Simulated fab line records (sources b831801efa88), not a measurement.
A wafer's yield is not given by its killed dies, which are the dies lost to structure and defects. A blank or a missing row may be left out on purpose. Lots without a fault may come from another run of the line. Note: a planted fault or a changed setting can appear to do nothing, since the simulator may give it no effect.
The same fault as seen by 2 desks :: flow gf180mcu :: every desk sees just its own numbers, and what lay behind them comes last

THE METROLOGY DESK
What the gauges read, lot by lot, whatever tool the lot ran on: means of the sampled wafers that have a number. If a lot's mean is further than 4 standard deviations from the usual mean, the lot is out of limits and carries the mark OUT (the distance appears in the brackets).
Columns: A = SALICIDE_TIN_RS at GF_SALICIDE_RS_MEAS_04, usual 16.32 ohm/sq; B = CONTACT_OVL at GF_CONTACT_OVL_MEAS_15, usual -3 nm; C = M1_ALCU_THK at GF_M1_THK_MEAS_06, usual 452 nm
lot: L372
first seen here: day 15 00:43
A: 16.54
B: -3
C: 453

lot: L373
first seen here: day 15 06:15
A: 16.64
B: -8
C: 454

lot: L374
first seen here: day 15 18:36
A: 16.30
B: 12
C: 442

lot: L375
first seen here: day 16 01:16
A: 16.04
B: 5
C: 447

lot: L376
first seen here: day 16 09:15
A: 16.16
B: -6
C: 455

lot: L377
first seen here: day 16 18:22
A: 16.41
B: -13
C: 446

lot: L379
first seen here: day 17 14:13
A: 16.28
B: -2
C: 448

lot: L380
first seen here: day 17 17:12
A: 16.26
B: -3
C: 460

lot: L381
first seen here: day 18 11:25
A: 16.09
B: 4
C: 457

lot: L382
first seen here: day 18 23:41
A: 16.56
B: -4
C: 450

lot: L385
first seen here: day 20 03:45
A: 15.83
B: -6
C: 440

lot: L387
first seen here: day 20 23:36
A: 16.73
B: 5
C: 426 (-4.9) OUT

lot: L395
first seen here: day 23 07:56
A: 16.67
B: 2
C: 460
Finding of this desk: L387 out of limits, first seen on L387 at day 22 02:29 (M1_ALCU_THK at GF_M1_THK_MEAS_06). Within limits: L372, L373, L374, L375, L376, L377, L379, L380, L381, L382, L385, L395.

AT THE TOOL OWNER'S DESK: pvd-sputter-02
At GF_M1_SPUTTER_04 (material TiN, target thk 50 nm, time 41.7 s) the tool's own readings: per lot run on this tool, the mean of the sampled wafers that have a number. If a lot's mean is further than 4 standard deviations from the usual mean, the lot is out of limits and carries the mark OUT (the distance appears in the brackets).
Columns: A = throttle-valve-pct at GF_M1_SPUTTER_04, usual 30.3 %
lot: L372
first seen here: day 16 00:52
A: 30.5

lot: L373
first seen here: day 16 07:00
A: 30.5

lot: L375
first seen here: day 17 01:34
A: 31.2

lot: L376
first seen here: day 17 10:39
A: 31.1

lot: L377
first seen here: day 17 19:03
A: 31.0

lot: L379
first seen here: day 18 16:29
A: 30.6

lot: L380
first seen here: day 18 19:26
A: 31.3

lot: L385
first seen here: day 21 05:40
A: 31.6

lot: L387
first seen here: day 22 02:19
A: 30.9
This desk found nothing out of limits on any of the 9 lots.

BROUGHT TOGETHER
L387 would have let the metrology desk raise an alarm at day 22 02:29.
The tool owner's desk saw nothing out of limits.
The tool owner's desk has L387 on record, within its limits.
On pvd-sputter-02, each named lot ran GF_M1_SPUTTER_04.

WHAT HAD BEEN PUT IN BY THE SIMULATOR
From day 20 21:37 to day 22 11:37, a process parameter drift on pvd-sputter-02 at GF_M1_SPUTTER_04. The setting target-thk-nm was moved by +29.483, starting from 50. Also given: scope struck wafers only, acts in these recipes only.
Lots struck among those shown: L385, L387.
Hours from the fault's start to each desk's first reading out of limits: the metrology desk, 29.
